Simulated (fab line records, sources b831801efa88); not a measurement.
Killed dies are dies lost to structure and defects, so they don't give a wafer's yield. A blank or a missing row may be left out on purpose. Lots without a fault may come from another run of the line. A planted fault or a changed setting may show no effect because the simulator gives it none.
Chamber matching | flow gf180mcu | GF_V3_CMP_26 on cmp-01: 4 sister chambers
The step polishes, stops on SiO2, t overpolish 15 s, target thk 0 nm. 8 wafers are shown with their chamber, then 7 later ones without.

WAFERS WITH THEIR CHAMBER
wafer  | chamber | motor_current_A (A) | time_to_endpoint_s (s)
L473.5 | 3       | 11.8                | 79
L475.3 | 2       | 11.5                | 78
L476.4 | 1       | 8.8                 | 84
L487.2 | 2       | 10.8                | 81
L487.3 | 0       | 12.4                | 78
L487.6 | 0       | 11.9                | 79
L488.3 | 1       | 8.5                 | 90
L488.4 | 3       | 12.4                | 82

WAFERS WITHOUT THEIR CHAMBER
wafer  | motor_current_A (A) | time_to_endpoint_s (s)
L488.5 | 11.8                | 82
L491.2 | 12.2                | 81
L491.3 | 12.5                | 83
L491.6 | 12.3                | 85
L492.3 | 9.0                 | 88
L492.4 | 11.1                | 84
L492.6 | 12.3                | 80

WHICH CHAMBER EACH WENT THROUGH
wafer  | from the rows above          | in truth
L488.5 | can't be placed: 3 or 0 or 2 | 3
L491.2 | can't be placed: 3 or 0      | 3
L491.3 | can't be placed: 3 or 0      | 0
L491.6 | can't be placed: 3 or 0 or 2 | 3
L492.3 | 1                            | 1
L492.4 | can't be placed: 2 or 3 or 0 | 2
L492.6 | can't be placed: 3 or 0      | 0
Placed correctly: 1 of 7. Can't be placed from these rows: 6 (the true chamber is among the candidates in 6). Placed wrongly: 0.
How it was worked out, from the rows above alone: a wafer's distance from a chamber is the root of the sum, over the readings, of the square of ((its reading less the chamber's mean) divided by the reading's scatter). The wafer belongs to the nearest chamber; if the next one is less than 2 further off, it can't be placed. A chamber's mean is the mean of its shown wafers. The scatter: the root of (the sum of the squares of (reading less its chamber's mean) over the shown wafers, divided by (wafers less chambers)).
